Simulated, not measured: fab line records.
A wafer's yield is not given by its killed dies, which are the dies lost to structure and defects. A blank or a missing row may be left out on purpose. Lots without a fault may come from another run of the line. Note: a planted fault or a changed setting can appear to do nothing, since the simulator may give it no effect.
A struck lot beside a sound one | flow sfq_line | 28 out of 325 route steps
Sound: wafers L787.2, L787.4, L787.5. Struck: wafer L800.4. (L800.2, L800.3 of the same lot were not struck and are left out.) The cause comes at the end.
Each step with rows lists, per side, the tool, then ch with its chambers, then its first start. Under that, the readings that differ: sound wafers | struck wafers | difference of the means | sigmas: that difference in standard deviations of wafers without a fault.
alike: words and numbers the same on both sides, and readings whose means are apart by under 2 such deviations; not compared: readings that were withheld, readings missing a value for some wafer, numbers with overlapping values and no deviation given by the record, and bounds like >300 which may hide the same value.
The two part at a step that has a row with sigmas, a row that says differs or no value, or rows on one side only. Numbers that don't overlap but have no deviation are shown without sigmas and don't part them. Lack of a reading on every wafer of one side parts them only where that side has two or more wafers.

first, 6 steps without rows for these wafers: SFQ_TRILAYER_M0_LITHO_COAT_026 (resist thk 62 nm); SFQ_TRILAYER_M0_LITHO_COAT_021 (resist thk 600 nm); SFQ_TRILAYER_M0_LITHO_SOFTBAKE_025; SFQ_TRILAYER_M0_LITHO_EXPOSE_022 (exposes mask M0, target cd 500 nm); SFQ_TRILAYER_M0_LITHO_PEB_024 (peb time 60 s); SFQ_TRILAYER_M0_LITHO_DEVELOP_023 (time 60 s).
SFQ_M0_OVL_MEAS_906:
  sound on overlay-02 at day 13 05:48; struck on overlay-02 at day 17 22:23
  alike: M0_OVL
SFQ_TRILAYER_M0_BARC_OPEN_METAL_ETCH_031: etches BARC in O2, target depth 125 nm, time 41.7 s.
  sound on rie_metal-04 ch 0,1, day 13 05:50; struck on rie_metal-01 ch 0, day 17 22:25
  reading                     | sound       | struck | difference | sigmas
  drypump_motor_current_A (A) | 6.6 6.5 6.6 | 5.4    | -1.2       | -3
  alike: bias_w, oes_product_au
  not compared: rf_hours_counter_h
SFQ_TRILAYER_M0_ETCH_METAL_ETCH_024: etches Nb in Cl2/Ar, stops on SiO2, target depth 240 nm, time 120 s.
  sound on rie_metal-04 ch 0,1, day 13 05:53; struck on rie_metal-01 ch 0, day 17 22:29
  reading                     | sound       | struck | difference | sigmas
  drypump_motor_current_A (A) | 6.6 6.4 6.6 | 5.4    | -1.1       | -3
  alike: bias_w, oes_product_au
  not compared: rf_hours_counter_h
SFQ_TRILAYER_M0_STRIP_STRIP_025: strips in O2.
  sound on rie_metal-04 ch 0,1, day 13 06:01; struck on rie_metal-01 ch 0, day 17 22:37
  reading                     | sound       | struck | difference | sigmas
  drypump_motor_current_A (A) | 6.6 6.4 6.6 | 5.4    | -1.1       | -3
  alike: oes_product_au
  not compared: rf_hours_counter_h
then, 2 steps without rows for these wafers: SFQ_TRILAYER_M0_STRIP_SOLV_CLEAN_026 (cleans in NMP, time 600 s); SFQ_TRILAYER_I0_DEP_PECVD_027 (deposits SiO2 from SiH4/N2O, time 111.11 s, target thk 500 nm).
SFQ_TRILAYER_I0_CMP_CMP_028: polishes SiO2.
  sound on cmp-01 ch 0,1,2, day 13 12:30; struck on cmp-02 ch 3, day 18 01:34
  reading                                             | sound             | struck | difference | sigmas
  motor_current_A (A)                                 | 7.8 9.8 8.6       | 11.7   | +3.0       | +3
  time_to_endpoint_s (s)                              | 226 236 232       | 212    | -19        | -3
  model.SiO2_of_TRILAYER_I0_DEP_PECVD_027.thk_nm (nm) | 198.6 198.5 200.4 | 215.5  | +16.3      |
  alike: slurry_flow_ml_min
SFQ_I0_BOW_MEAS_907:
  sound on film_metro-04 at day 13 15:31; struck on film_metro-02 at day 18 05:55
  not compared: I0_BOW
SFQ_TRILAYER_I0_METRO_MEASURE_029:
  sound on film_metro-04 at day 13 15:49; struck on film_metro-02 at day 18 10:52
  reading     | sound             | struck | difference | sigmas
  thk_nm (nm) | 198.6 198.6 200.5 | 215.6  | +16.4      | +18
then, 6 steps without rows for these wafers: SFQ_TRILAYER_I0_VIA_LITHO_COAT_036 (resist thk 62 nm); SFQ_TRILAYER_I0_VIA_LITHO_COAT_031 (resist thk 650 nm); SFQ_TRILAYER_I0_VIA_LITHO_SOFTBAKE_035; SFQ_TRILAYER_I0_VIA_LITHO_EXPOSE_032 (exposes mask I0, target cd 500 nm); SFQ_TRILAYER_I0_VIA_LITHO_PEB_034 (peb time 60 s); SFQ_TRILAYER_I0_VIA_LITHO_DEVELOP_033 (time 60 s).
-- the record jumps here: 6 days lie between the struck wafers' starts before and after --
SFQ_I0_OVL_MEAS_908:
  sound on overlay-01 at day 19 02:07; struck on overlay-01 at day 24 14:11
  alike: I0_OVL
then, 1 step without rows for these wafers: SFQ_TRILAYER_I0_VIA_BARC_OPEN_VIA_ETCH_046 (etches BARC in O2, target depth 125 nm, time 41.7 s).
SFQ_TRILAYER_I0_VIA_ETCH_VIA_ETCH_034: etches SiO2 in CHF3, stops on Nb, target depth 260 nm.
  sound on rie_diel-04 ch 0,1,2, day 19 02:11; struck on rie_diel-02 ch 0, day 24 14:16
  reading                        | sound             | struck | difference | sigmas
  oes_product_au (a.u.)          | 0.855 0.848 0.866 | 0.892  | +0.036     | +7
  model.I0.feature_depth_nm (nm) | 198.6 198.5 200.4 | 215.5  | +16.3      |
  model.etch.depth_nm (nm)       | 198.6 198.5 200.4 | 215.5  | +16.3      |
  alike: bias_w, drypump_motor_current_A
SFQ_TRILAYER_I0_VIA_STRIP_STRIP_035: strips in O2.
  sound on rie_metal-04 ch 0,1, day 19 02:18; struck on rie_metal-02 ch 1, day 24 14:22
  reading                     | sound       | struck | difference | sigmas
  drypump_motor_current_A (A) | 6.5 6.5 6.6 | 5.6    | -0.9       | -3
  alike: oes_product_au
  not compared: rf_hours_counter_h
then, 1 step without rows for these wafers: SFQ_TRILAYER_I0_VIA_STRIP_SOLV_CLEAN_036 (cleans in NMP, time 600 s).
SFQ_TRILAYER_M1_DEP_PRE_CLEAN_038: time 22.5 s.
  sound on pvd_sputter-03 at day 19 03:04; struck on pvd_sputter-03 at day 24 15:09
  reading                                             | sound           | struck | difference | sigmas
  model.SiO2_of_TRILAYER_I0_DEP_PECVD_027.thk_nm (nm) | 191.1 191 192.9 | 208    | +16        |
SFQ_TRILAYER_M1_DEP_SPUTTER_037: material Nb, target thk 200 nm, time 133.3 s.
  sound on pvd_sputter-03 at day 19 03:06; struck on pvd_sputter-03 at day 24 15:11
  alike: throttle_valve_pct

## WHERE THEY PART
Earliest at SFQ_TRILAYER_M0_BARC_OPEN_METAL_ETCH_031; latest, in this record, at SFQ_TRILAYER_I0_VIA_STRIP_STRIP_035. Later steps at which nothing parts them and some readings are alike: SFQ_TRILAYER_M1_DEP_SPUTTER_037.

WHY: what had been put in by the simulator
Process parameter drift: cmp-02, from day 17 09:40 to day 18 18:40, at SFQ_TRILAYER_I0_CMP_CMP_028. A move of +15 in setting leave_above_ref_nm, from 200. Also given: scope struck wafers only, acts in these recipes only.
